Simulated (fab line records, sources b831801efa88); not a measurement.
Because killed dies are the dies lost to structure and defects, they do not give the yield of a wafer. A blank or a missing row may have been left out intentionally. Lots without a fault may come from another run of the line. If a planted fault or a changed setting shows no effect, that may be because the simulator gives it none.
Which of the tools did it?	flow sky130	Sampling: 7 lots, 21 wafers, 2 of 708 route steps

## WHAT THE GAUGES READ, wafer by wafer
SKY_LDD_LDN_TW_MEAS_13.
lot	measured	on	LDD_LDN_TW
L829	day 23 10:51	film metro-03	1487 1493 1484
L833	day 24 00:18	film metro-03	1481 1483 1486
L835	day 25 02:47	film metro-01	1350 1344 1352
L838	day 26 20:38	film metro-01	1471 1486 1480
L845	day 28 16:44	film metro-04	1487 1483 1486
L848	day 29 19:28	film metro-03	1494 1484 1488
L850	day 30 00:41	film metro-03	1478 1487 1495

## TOOL THAT RAN EACH LOT (tool first, then ch and the chambers of the sampled wafers, then the start)
lot	SKY_LDD_LDN_IMPLANT_08
L829	implanter-02 ch 0, day 23 10:11
L833	implanter-02 ch 0, day 23 23:38
L835	implanter-03, day 25 02:05
L838	implanter-01 ch 0, day 26 19:56
L845	implanter-01 ch 0, day 28 16:02
L848	implanter-02 ch 0, day 29 18:47
L850	implanter-02 ch 0, day 29 23:59
- SKY_LDD_LDN_IMPLANT_08

## THE ANSWER, worked out from the rows above alone
Rule: the lots themselves supply what counts as usual. The widest of any qualifying gaps counts: lots, ordered by their means at a reading, are off when they make up no more than a third of the lots, leave a main group of 4 or more, and stand apart from it by 3 or more times the standard deviation of that group's means. A main group whose means are all the same, to the digits that the tables above print for the reading, isn't used. A lot without any number at a reading at which 4 lots or more have one is off too. All remaining lots with rows at the step are treated as sound.
Off: at SKY_LDD_LDN_TW_MEAS_13 (LDD_LDN_TW), L835. For the main group the mean is 1485 and the standard deviation 3.3.
A tool fits if, at a process step before that reading, it ran every lot that is off, and no sound lot after the first of them. The gauges at SKY_LDD_LDN_TW_MEAS_13 are tried like those tools. One fits: SKY_LDD_LDN_IMPLANT_08 on implanter-03. It ran no sound lot before its first lot that is off in this sample, so the start can't be narrowed down.

## WHAT THE SIMULATOR HAD INSERTED
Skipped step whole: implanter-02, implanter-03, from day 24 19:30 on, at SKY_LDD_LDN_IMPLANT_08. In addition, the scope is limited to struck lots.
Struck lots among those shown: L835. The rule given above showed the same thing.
